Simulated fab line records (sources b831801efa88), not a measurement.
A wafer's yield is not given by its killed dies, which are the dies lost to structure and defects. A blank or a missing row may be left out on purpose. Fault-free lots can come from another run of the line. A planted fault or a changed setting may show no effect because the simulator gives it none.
Problem report, 8D (eight disciplines) form, completed by code | flow sky130 | the parts of the form that need people (team, actions taken, sign-off) are left out

== 1. WHAT WENT WRONG ==
A mean of 1248 W is read at SKY_CONTACT_ETCH_17 for rf_fwd_power_W, taken on 1 wafer of 1 lot, against 1489 W (standard deviation 5.2) on wafers free of any fault. That puts it -46 standard deviations away from the usual mean.
The step: etches SiO2 in C4F8/O2/Ar, stops on Si3N4, target depth 340 nm.
First observed at day 35 22:55: wafer L936.1, on rie_diel-03. The record has a number at this step for 15 wafers belonging to 5 lots. Rule for "out", or "out of limits": more than 4 standard deviations from the usual mean. The rest of the wafers with a number are treated as sound.

== 2. WHAT IT IS; WHAT IT IS NOT ==
question                    | is                | is not
which readings at this step | rf_fwd_power_W    | chamber_pressure_mTorr, oes_product_au
which lots                  | L936              | L923, L928, L940, L946
which wafers of those lots  | L936.1            | L936.2, L936.5
read on which tools         | rie_diel-03       | rie_diel-01, rie_diel-04
when                        | from day 35 22:55 | up to then (8 sound wafers); but 6 sound wafers of L940, L946 came after

== 3. THE SUSPECTS, EACH WITH WHAT RULES IT OUT ==
Counting: if a tool at a process step up to the reading ran every lot that is out, it stays a suspect. Sound lots after the first of them don't rule it out here, since some wafers of a struck lot are sound.
- rie_diel-03 at SKY_CONTACT_ETCH_16 (etches BARC in N2/H2, stops on SiO2, time 45.9 s, target depth 60 nm): kept. It ran the lot that is out, L936 (day 35 22:52); its last sound lot up to then is L923 (day 31 12:02).
- rie_diel-03 at SKY_CONTACT_ETCH_17 (etches SiO2 in C4F8/O2/Ar, stops on Si3N4, target depth 340 nm): kept. It ran the lot that is out, L936 (day 35 22:55); its last sound lot up to then is L923 (day 31 12:04). Out on those wafers are its own readings of rf_fwd_power_W.
- rie_diel-03, SKY_CONTACT_ETCH_16: wafers that are out in chamber 1, sound lot-mates in chambers 2, 3.
- rie_diel-03, SKY_CONTACT_ETCH_17: wafers that are out in chamber 1, sound lot-mates in chambers 2, 3.
After counting, rie_diel-03 at SKY_CONTACT_ETCH_16 and rie_diel-03 at SKY_CONTACT_ETCH_17 remain.

== 4. THE CAUSE (what the simulator had put in) ==
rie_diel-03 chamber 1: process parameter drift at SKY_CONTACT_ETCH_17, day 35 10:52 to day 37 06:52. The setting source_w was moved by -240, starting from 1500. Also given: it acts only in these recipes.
After counting, 2 suspects remain, this tool included.

== 5. SEQUENCE OF EFFECTS, ordered by route ==
Each row: a reading where the mean over the struck wafers with a number is more than 3 standard deviations away from the usual. Only readings whose record carries a usual standard deviation are examined. hours: median over the lots of the time between each lot's start at the first step of this table that gives one and its start at this step. sigmas: the change, counted in usual standard deviations.
hours | step                | reading        | usual  | on struck wafers | change | sigmas
0     | SKY_CONTACT_ETCH_17 | rf_fwd_power_W | 1489 W | 1248             | -241   | -46
Its process steps:
- SKY_CONTACT_ETCH_17: etches SiO2 in C4F8/O2/Ar, stops on Si3N4, target depth 340 nm.

== 6. WHAT WOULD HAVE CAUGHT IT SOONER ==
In this record the first reading out of limits was taken at day 35 22:55, 12 hours after the fault began at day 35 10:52.
